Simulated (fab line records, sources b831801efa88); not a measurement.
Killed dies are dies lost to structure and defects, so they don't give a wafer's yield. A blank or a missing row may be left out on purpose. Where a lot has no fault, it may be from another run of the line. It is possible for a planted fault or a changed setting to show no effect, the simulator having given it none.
Struck lot and sound lot, side by side -- flow gf180mcu -- 14 out of 602 route steps
Sound: wafers L490.2, L490.3, L490.4. The struck wafers were L504.2, L504.3, L504.4. The cause is named last.
Order at every step that has rows: each side's tool, ch and its chambers, its first start. Under that, the readings that differ: sound wafers -- struck wafers -- difference of the means -- sigmas: that difference in standard deviations of wafers without a fault.
alike: words and numbers the same on both sides, and readings whose means are apart by under 2 such deviations; not compared: readings that were withheld, readings missing a value for some wafer, numbers with overlapping values and no deviation given by the record, and bounds like >300 which may hide the same value.
Wherever a step has rows on one side only, a row that says differs or no value, or a row with sigmas, the two part there. Numbers that don't overlap but have no deviation are shown without sigmas and don't part them. Lack of a reading on every wafer of one side parts them only where that side has two or more wafers.

first, 1 step without rows for these wafers: GF_V4_CVD_00 (deposits SiO2, target thk 600 nm, time 100 s).
GF_V4_THK_MEAS_01:
  sound on filmMetro-03, day 24 16:26; struck on filmMetro-02, day 28 16:25
  alike: V4_CVD_00_THK
GF_V4_CVD_02: deposits SiO2 from TEOS, target thk 850 nm, time 94.851 s.
  sound on pecvd-01 ch 0,2, day 24 16:29; struck on pecvd-01 ch 1,2, day 28 16:28
  alike: heaterPowerOuterW, heaterPowerW
  not compared: sinceWetCleanH
GF_V4_THK_MEAS_03:
  sound on filmMetro-02, day 24 16:34; struck on filmMetro-04, day 28 16:33
  alike: V4_CVD_02_THK
GF_V4_CMP_04: polishes SiO2.
  sound on cmp-02 ch 0,2,3, day 24 16:37; struck on cmp-02 ch 0,1,2, day 28 16:36
reading,sound,struck,difference,sigmas
timeToEndpointS (s),93 91 96,79 77 82,-14,-2
  alike: headPressurePsi, motorCurrentA, platenRpm, slurryFlowMlMin
GF_V4_BOW_MEAS_05:
  sound on filmMetro-02, day 24 16:56; struck on filmMetro-03, day 28 16:55
  alike: V4_BOW
then, 6 steps without rows for these wafers: GF_V4_DEHYDRATE_06 (time 60 s); GF_V4_HMDS_07 (prime time 60 s); GF_V4_COAT_08; GF_V4_COAT_09 (resist thk 1000 nm); GF_V4_SOFTBAKE_10 (time 60 s); GF_V4_EXPOSE_11 (exposes mask Via4, target cd 260 nm).
GF_V4_PEB_12: peb time 90 s.
  struck on lithoTrack-03, day 29 12:05; sound on lithoTrack-03 ch 0, day 25 14:05
  no value came back on the struck wafers for chillPlateTempC (C), exhaustPa (Pa), heaterPowerTotalW (W), plateTempC (C); on the sound wafers chillPlateTempC (C) reads 22.92 22.93 23.03
then, 1 step without rows for these wafers: GF_V4_DEVELOP_13 (develop time 60 s).

## WHERE THEY PART
First at GF_V4_CMP_04; last, within this record, at GF_V4_PEB_12.

WHY: what had been put in by the simulator
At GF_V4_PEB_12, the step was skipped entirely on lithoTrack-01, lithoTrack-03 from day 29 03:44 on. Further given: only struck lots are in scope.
